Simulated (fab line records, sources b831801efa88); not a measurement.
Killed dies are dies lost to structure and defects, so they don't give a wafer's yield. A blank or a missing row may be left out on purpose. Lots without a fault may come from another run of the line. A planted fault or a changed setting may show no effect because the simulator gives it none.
Chamber matching | flow gf180mcu | GF_STI_CMP_25 on cmp-01: 4 sister chambers
The step polishes, stops on Si3N4, t overpolish 33 s, target thk 524.6 nm. 14 wafers are shown with their chamber, then 7 later ones without.

WAFERS WITH THEIR CHAMBER
wafer  | chamber | motor_current_A (A) | time_to_endpoint_s (s) | overpolish_run_s (s)
L955.2 | 0       | 11.2                | 120                    | 33.012
L955.4 | 2       | 12.5                | 122                    | 32.993
L955.6 | 3       | 10.8                | 124                    | 33.000
L964.3 | 2       | 12.4                | 127                    | 33.001
L964.5 | 3       | 10.5                | 123                    | 32.999
L964.6 | 0       | 11.0                | 118                    | 33.004
L965.4 | 0       | 11.2                | 119                    | 32.993
L965.5 | 2       | 13.0                | 132                    | 32.998
L965.6 | 1       | 12.7                | 120                    | 32.996
L969.2 | 2       | 12.8                | 120                    | 32.999
L969.4 | 3       | 11.0                | 121                    | 33.002
L969.6 | 0       | 11.3                | 116                    | 32.980
L972.2 | 1       | 13.2                | 121                    | 33.016
L972.3 | 2       | 12.5                | 122                    | 33.013

SIGNATURES (means of the wafers above)
reading            | chamber 0 | chamber 1 | chamber 2 | chamber 3 | scatter within a chamber
motor_current_A    | 11.175    | 12.950    | 12.640    | 10.767    | 0.235
time_to_endpoint_s | 118.25    | 120.50    | 124.60    | 122.67    | 3.3
overpolish_run_s   | 32.99725  | 33.00600  | 33.00080  | 33.00033  | 0.01
Rule: a wafer's distance from a chamber is the root of the sum, over the readings, of the square of ((its reading less the chamber's mean) divided by the reading's scatter). The wafer belongs to the nearest chamber; if the next one is less than 2 further off, it can't be placed. The scatter: the root of (the sum of the squares of (reading less its chamber's mean) over the shown wafers, divided by (wafers less chambers)).

WAFERS WITHOUT THEIR CHAMBER
wafer  | motor_current_A (A) | time_to_endpoint_s (s) | overpolish_run_s (s)
L972.4 | 11.9                | 117                    | 33.000
L976.2 | 10.8                | 114                    | 32.987
L976.3 | 12.9                | 118                    | 32.989
L976.6 | 11.2                | 116                    | 33.009
L977.1 | 11.4                | 114                    | 32.992
L977.2 | 12.5                | 116                    | 33.003
L977.3 | 12.1                | 118                    | 32.995

WHICH CHAMBER EACH WENT THROUGH
wafer  | from the rows above               | in truth
L972.4 | can't be placed: 0 or 2 or 1 or 3 | 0
L976.2 | can't be placed: 0 or 3           | 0
L976.3 | can't be placed: 1 or 2           | 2
L976.6 | can't be placed: 0 or 3           | 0
L977.1 | 0                                 | 0
L977.2 | can't be placed: 1 or 2           | 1
L977.3 | can't be placed: 2 or 1 or 0      | 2
Placed correctly: 1 of 7. Can't be placed from these rows: 6 (the true chamber is among the candidates in 6). Placed wrongly: 0.
